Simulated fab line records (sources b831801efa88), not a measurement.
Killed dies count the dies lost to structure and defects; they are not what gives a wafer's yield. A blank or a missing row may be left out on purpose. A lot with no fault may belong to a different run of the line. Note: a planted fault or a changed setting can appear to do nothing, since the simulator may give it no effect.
A struck lot beside a sound one | flow sfq-line | 14 out of 325 route steps
Sound: wafers L116.1, L116.3, L116.6. Struck: wafer L127.5 (left out: L127.2, L127.6 of the same lot, which were not struck); the cause appears at the end.
For every step that has rows: the tool of each side, followed by ch and its chambers, followed by its first start. Under that, the readings that differ: sound wafers | struck wafers | difference of the means | sigmas: that difference in standard deviations of wafers without a fault.
alike: same words and numbers on both sides, and readings whose means sit less than 2 such deviations apart. not compared: any withheld reading, any reading some wafer has no value for, any bound like >300 that may hide the same value, and any number with overlapping values for which the record gives no deviation.
Wherever a step has rows on one side only, a row that says differs or no value, or a row with sigmas, the two part there. Numbers that have no deviation but don't overlap get no sigmas and don't part them. A reading missing from all wafers of one side parts the sides only when that side holds two or more wafers.

first, 6 steps without rows for these wafers: SFQ_TRILAYER_M5_LITHO_COAT_128 (resist thk 62 nm); SFQ_TRILAYER_M5_LITHO_COAT_123 (resist thk 600 nm); SFQ_TRILAYER_M5_LITHO_SOFTBAKE_127; SFQ_TRILAYER_M5_LITHO_EXPOSE_124 (exposes mask M5, target cd 700 nm); SFQ_TRILAYER_M5_LITHO_PEB_126 (peb time 60 s); SFQ_TRILAYER_M5_LITHO_DEVELOP_125 (time 60 s).
SFQ_M5_OVL_MEAS_932:
  sound: overlay-02 at day 50 07:33; struck: overlay-01 at day 63 18:36
  alike: M5_OVL
SFQ_TRILAYER_M5_BARC_OPEN_METAL_ETCH_161: etches BARC in O2, target depth 125 nm, time 41.7 s.
  sound on rie-metal-04 ch 0,1, day 50 07:35; struck on rie-metal-03 ch 1, day 63 18:38
  reading                     | sound          | struck | difference | sigmas
  drypump-motor-current-A (A) | 5.88 5.35 5.35 | 6.15   | +0.62      | +2
  alike: oes-product-au
  not compared: rf-hours-counter-h
SFQ_TRILAYER_M5_ETCH_METAL_ETCH_126: etches Nb in Cl2/BCl3, stops on SiO2, time 203.2 s, target depth 265 nm.
  sound on rie-metal-04 ch 0,1, day 50 07:39; struck on rie-metal-03 ch 1, day 63 18:41
  reading                     | sound          | struck | difference | sigmas
  drypump-motor-current-A (A) | 5.86 5.36 5.37 | 6.11   | +0.58      | +2
  alike: oes-product-au
  not compared: rf-hours-counter-h
SFQ_TRILAYER_M5_STRIP_STRIP_127: strips in O2.
  sound on rie-metal-04 ch 0,1, day 50 07:50; struck on rie-metal-03 ch 1, day 63 18:53
  reading                     | sound          | struck | difference | sigmas
  drypump-motor-current-A (A) | 5.85 5.36 5.34 | 6.09   | +0.57      | +2
  alike: oes-product-au
  not compared: rf-hours-counter-h
then, 1 step without rows for these wafers: SFQ_TRILAYER_M5_STRIP_SOLV_CLEAN_128 (cleans in NMP, time 600 s).
SFQ_TRILAYER_A5B_DEP_PECVD_129: deposits SiO2 from SiH4/N2O, time 133.33 s, target thk 600 nm.
  sound on pecvd-02 ch 1,2, day 50 08:37; struck on pecvd-04 ch 1, day 63 19:40
  alike: heater-power-w, throttle-valve-pct
  not compared: since-wet-clean-h
SFQ_TRILAYER_A5B_CMP_CMP_130: polishes, stops on Nb, target thk 340.7 nm.
  sound on cmp-01 ch 1,3, day 50 09:49; struck on cmp-01 ch 2, day 64 12:17
  reading                 | sound             | struck | difference | sigmas
  head-pressure-psi (psi) | 3.000 2.995 2.996 | 2.766  | -0.231     | -38
  alike: motor-current-A
SFQ_TRILAYER_A5B_METRO_MEASURE_131:
  sound: film-metro-01 at day 50 12:19; struck: film-metro-02 at day 64 13:59
  alike: thk-nm

== WHERE THEY PART ==
First at SFQ_TRILAYER_M5_BARC_OPEN_METAL_ETCH_161; last, within this record, at SFQ_TRILAYER_A5B_CMP_CMP_130. Later steps at which nothing parts them and some readings are alike: SFQ_TRILAYER_A5B_METRO_MEASURE_131.

WHY: what had been put in by the simulator
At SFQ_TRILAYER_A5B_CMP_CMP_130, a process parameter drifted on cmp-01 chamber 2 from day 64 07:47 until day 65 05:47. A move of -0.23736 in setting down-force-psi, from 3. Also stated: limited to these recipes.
